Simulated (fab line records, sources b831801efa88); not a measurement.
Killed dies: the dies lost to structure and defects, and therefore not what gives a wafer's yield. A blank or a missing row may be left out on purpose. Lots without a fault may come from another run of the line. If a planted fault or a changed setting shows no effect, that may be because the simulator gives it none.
The same fault as seen by 2 desks + flow gf180mcu + every desk sees just its own numbers, and what lay behind them comes last

== THE METROLOGY DESK ==
Means of the sampled wafers that have a number, per lot and without regard to the tool the lot ran on: this is what the gauges read. Marked OUT: a lot whose mean sits more than 4 standard deviations from the usual mean, which makes it out of limits; the brackets give that distance.
Columns: A = cd-nm at GF_SAB_CD_MEAS_09, usual 420.6 nm; B = SAB_OVL at GF_SAB_OVL_MEAS_10, usual -1.0 nm; C = SALICIDE_TIN_RS at GF_SALICIDE_RS_MEAS_04, usual 16.3 ohm/sq
| lot  | first seen here | A     | B    | C               |
|------|-----------------|-------|------|-----------------|
| L815 | day 15 01:55    | 419.3 | -1.8 | 16.3            |
| L816 | day 15 12:59    | 424.8 | -0.4 | 16.3            |
| L817 | day 15 13:32    | 419.7 | -1.5 | 16.5            |
| L818 | day 16 05:15    | 424.2 | -0.3 | 16.1            |
| L820 | day 16 20:34    | 421.0 | -0.9 | 15.9            |
| L824 | day 18 11:48    | 420.6 | -1.6 | 16.3            |
| L825 | day 18 22:24    | 421.3 | -1.7 | 16.2            |
| L827 | day 19 15:32    | 419.4 | 0.1  | 16.6            |
| L828 | day 19 17:55    | 421.7 | 0.8  | 16.4            |
| L830 | day 20 19:05    | 420.2 | -0.6 | 16.7            |
| L831 | day 21 09:43    | 420.7 | -1.4 | 16.2            |
| L832 | day 21 10:36    | 420.6 | -0.8 | 16.1            |
| L835 | day 22 12:09    | 420.3 | -2.0 | 13.9 (-6.5) OUT |
This desk reports L835 out of limits; the earliest was L835 at day 22 12:50 (SALICIDE_TIN_RS at GF_SALICIDE_RS_MEAS_04). Within limits: L815, L816, L817, L818, L820, L824, L825, L827, L828, L830, L831, L832.

== DESK OF THE TOOL OWNER: pvd-sputter-04 ==
The tool's own readings at GF_SALICIDE_SPUTTER_02 (material Co, target thk 10 nm, time 20 s): means of the sampled wafers that have a number, for each lot that ran on this tool. Marked OUT: a lot whose mean sits more than 4 standard deviations from the usual mean, which makes it out of limits; the brackets give that distance.
Columns: A = chamber-pressure-pa at GF_SALICIDE_SPUTTER_02, usual 0.4001 Pa; B = throttle-valve-pct at GF_SALICIDE_SPUTTER_02, usual 29.7 %
| lot  | first seen here | A      | B    |
|------|-----------------|--------|------|
| L815 | day 15 02:24    | 0.4001 | 29.4 |
| L817 | day 15 14:01    | 0.4002 | 29.7 |
| L818 | day 16 05:45    | 0.4003 | 29.2 |
| L820 | day 16 21:04    | 0.4007 | 29.2 |
| L827 | day 19 15:58    | 0.3998 | 29.8 |
| L828 | day 19 18:33    | 0.3999 | 29.6 |
| L835 | day 22 12:38    | 0.4001 | 29.5 |
This desk's verdict: no lot among the 7 shows anything out of limits.

== ALL TOGETHER ==
On L835, the metrology desk was in a position to raise an alarm at day 22 12:50.
The tool owner's desk saw nothing out of limits.
The tool owner's desk has L835 on record, within its limits.
GF_SALICIDE_SPUTTER_02 was run on pvd-sputter-04 by each of the lots named.

== WHAT THE SIMULATOR PUT IN ==
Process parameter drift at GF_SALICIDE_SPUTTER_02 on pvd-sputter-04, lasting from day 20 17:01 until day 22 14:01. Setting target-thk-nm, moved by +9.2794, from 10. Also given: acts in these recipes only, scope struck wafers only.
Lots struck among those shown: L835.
Time in hours between the start of the fault and the first out-of-limits reading at each desk: metrology desk, 44.
